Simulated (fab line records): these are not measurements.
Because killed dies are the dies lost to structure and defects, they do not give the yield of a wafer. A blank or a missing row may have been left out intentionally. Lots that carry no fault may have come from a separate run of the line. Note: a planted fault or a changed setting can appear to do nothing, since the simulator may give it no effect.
The tool behind it: which one?	flow gf180mcu	14 lots with 42 wafers sampled at 5 steps, on a route of 602 steps

WHAT THE GAUGES SHOWED, per wafer
GF_VT_IMPLANT_RS_MEAS_47: uses a four-point probe to measure. Usual: for NWELL_RS the level is 488.3 ohm/sq and the standard deviation is 1.5.
lot	measured	on	NWELL_RS (ohm/sq)	flag
L201	day 7 10:44	filmMetro-02	488.7 487.4 488.4	
L202	day 8 00:46	filmMetro-02	487.5 487.8 488.5	
L203	day 8 04:50	filmMetro-03	488.8 487.7 487.8	
L205	day 8 17:08	filmMetro-01	488.8 488.9 489.7	
L206	day 8 21:57	filmMetro-02	486.5 486.7 487.7	
L207	day 9 06:27	filmMetro-03	487.0 488.0 486.3	
L209	day 9 16:55	filmMetro-02	486.9 486.3 487.1	
L212	day 10 13:42	filmMetro-01	488.7 489.2 490.1	
L213	day 10 23:25	filmMetro-03	489.1 490.1 488.7	
L214	day 11 03:42	filmMetro-01	487.8 488.3 490.4	
L215	day 11 09:23	filmMetro-02	485.7 484.9 486.2	
L220	day 13 02:29	filmMetro-03	489.2 489.4 488.2	
L221	day 13 04:35	filmMetro-01	490.7 489.4 490.8	
L224	day 14 03:42	filmMetro-03	489.4 487.1 486.4	

GF_POLY_GATE_THK_MEAS_01. Usual: for POLY_GATE_CVD_00_THK the level is 201.5 nm and the standard deviation is 2.5.
lot	measured	on	POLY_GATE_CVD_00_THK (nm)	flag
L201	day 8 08:49	filmMetro-04	201.4 201.7 199.8	
L202	day 8 23:12	filmMetro-03	201.8 202.6 203.1	
L203	day 9 03:32	filmMetro-04	204.1 205.1 204.0	
L205	day 9 17:51	filmMetro-02	196.8 198.4 197.7	
L206	day 9 21:11	filmMetro-03	206.2 207.2 205.7	
L207	day 10 04:34	filmMetro-02	195.9 193.7 195.5	
L209	day 10 18:53	filmMetro-04	201.5 200.6 200.2	
L212	day 11 15:37	filmMetro-02	200.4 200.9 199.1	
L213	day 11 23:54	filmMetro-03	205.7 204.4 206.6	
L214	day 12 05:54	filmMetro-04	200.3 201.3 201.7	
L215	day 12 09:39	filmMetro-03	203.9 202.2 202.8	
L220	day 14 04:57	filmMetro-04	200.4 200.3 200.8	
L221	day 14 08:32	filmMetro-04	199.6 201.9 200.4	
L224	day 15 06:14	filmMetro-04	202.1 201.8 200.9	

GF_HV_LDD_TW_MEAS_23. Usual: for HV_LDD_2_TW the level is 1057 and the standard deviation is 5.5.
lot	measured	on	HV_LDD_2_TW	flag
L201	day 10 15:14	filmMetro-01	1064 1064 1063	
L202	day 11 06:22	filmMetro-03	1061 1060 1058	
L203	day 11 11:51	filmMetro-01	1052 1051 1057	
L205	day 12 03:27	filmMetro-01	1062 1059 1066	
L206	day 12 08:34	filmMetro-01	1059 1062 1057	
L207	day 12 14:28	filmMetro-01	1063 1059 1065	
L209	day 13 07:17	filmMetro-02	1054 1049 1055	
L212	day 14 05:50	filmMetro-03	972 978 970	OFF
L213	day 14 13:44	filmMetro-03	1062 1053 1064	
L214	day 14 20:35	filmMetro-01	975 970 978	OFF
L215	day 15 04:28	filmMetro-02	968 969 967	OFF
L220	day 17 00:08	filmMetro-02	1051 1055 1053	
L221	day 17 04:32	filmMetro-03	1067 1064 1061	
L224	day 18 03:10	filmMetro-02	1060 1059 1054	

GF_HV_LDD_CD_MEAS_46 targets a cd of 400 nm. Usual: 400.3 nm for cdNm, sd 2.2.
lot	measured	on	cdNm (nm)	flag
L201	day 12 04:34	cdSem-02	401.4 403.1 402.4	
L202	day 12 21:21	cdSem-02	397.1 397.6 396.5	
L203	day 13 02:41	cdSem-01	397.8 398.0 396.7	
L205	day 13 20:24	cdSem-02	403.0 402.3 402.9	
L206	day 14 00:25	cdSem-02	401.5 399.9 400.7	
L207	day 14 06:58	cdSem-02	399.9 398.0 401.1	
L209	day 15 00:58	cdSem-02	398.9 398.5 398.8	
L212	day 16 00:47	cdSem-02	398.9 399.6 399.7	
L213	day 16 08:35	cdSem-02	400.0 400.4 398.9	
L214	day 16 15:37	cdSem-02	402.5 398.2 400.9	
L215	day 17 01:17	cdSem-02	400.9 400.2 400.3	
L220	day 18 23:23	cdSem-02	399.1 397.8 399.8	
L221	day 19 03:29	cdSem-01	398.1 400.4 397.7	
L224	day 20 03:53	cdSem-01	403.1 403.2 402.3	

WHICH TOOL RAN EACH LOT (tool, then ch and the chambers of the sampled wafers, then the start)
lot	GF_HV_LDD_IMPLANT_21
L201	implanter-04 ch 0, day 10 14:59
L202	implanter-04 ch 0, day 11 06:09
L203	implanter-03 ch 0, day 11 11:37
L205	implanter-01 ch 0, day 12 03:13
L206	implanter-03 ch 0, day 12 08:20
L207	implanter-04 ch 0, day 12 14:14
L209	implanter-04 ch 0, day 13 07:02
L212	implanter-04 ch 0, day 14 05:35
L213	implanter-03 ch 0, day 14 13:29
L214	implanter-04 ch 0, day 14 20:20
L215	implanter-04 ch 0, day 15 04:16
L220	implanter-01 ch 0, day 16 23:53
L221	implanter-03 ch 0, day 17 04:17
L224	implanter-04 ch 0, day 18 02:57
- GF_HV_LDD_IMPLANT_21

AS READ BY THE TOOLS THEMSELVES (means over the sampled wafers that have a number; for cases with no such wafer, the mark the record gives instead)
GF_HV_LDD_IMPLANT_21. Usual: beamOnS 9.99 s, standard deviation 0.19; faradayCurrentUA 282, standard deviation 5.3.
lot	tool	beamOnS (s)	faradayCurrentUA	flag
L201	implanter-04	9.95	283	
L202	implanter-04	9.94	283	
L203	implanter-03	9.87	285	
L205	implanter-01	10.06	279	
L206	implanter-03	10.00	282	
L207	implanter-04	9.87	286	
L209	implanter-04	10.08	280	
L212	implanter-04	7.62	370	OFF
L213	implanter-03	10.04	281	
L214	implanter-04	7.58	371	OFF
L215	implanter-04	7.70	367	OFF
L220	implanter-01	10.02	281	
L221	implanter-03	10.00	282	
L224	implanter-04	10.05	281	

THE ANSWER, worked out from the rows above alone
Rule: take the mean of a lot's wafers that have a number; if it is more than 3 standard deviations from the usual mean, the lot is off. Also off: a lot with no number at a reading for which 4 or more lots have one. The other lots that the step has rows for count as sound. After the gauges, taken in route order, come the tools' own readings; for these a lot's mean is taken, as printed above. The first step at which some lot is off is used, and at that step the reading that is off furthest; a lot without a number counts as furthest.
Off: L212, L214, L215, at GF_HV_LDD_TW_MEAS_23 (HV_LDD_2_TW).
A tool fits if, at a process step before that reading, it ran every lot that is off, and no sound lot after the first of them. The gauges at GF_HV_LDD_TW_MEAS_23 aren't tried: what is off there is off at GF_HV_LDD_IMPLANT_21 too, on other tools, and a gauge's error can't cause that. No candidate that was tried fits.

WHAT THE SIMULATOR PUT IN
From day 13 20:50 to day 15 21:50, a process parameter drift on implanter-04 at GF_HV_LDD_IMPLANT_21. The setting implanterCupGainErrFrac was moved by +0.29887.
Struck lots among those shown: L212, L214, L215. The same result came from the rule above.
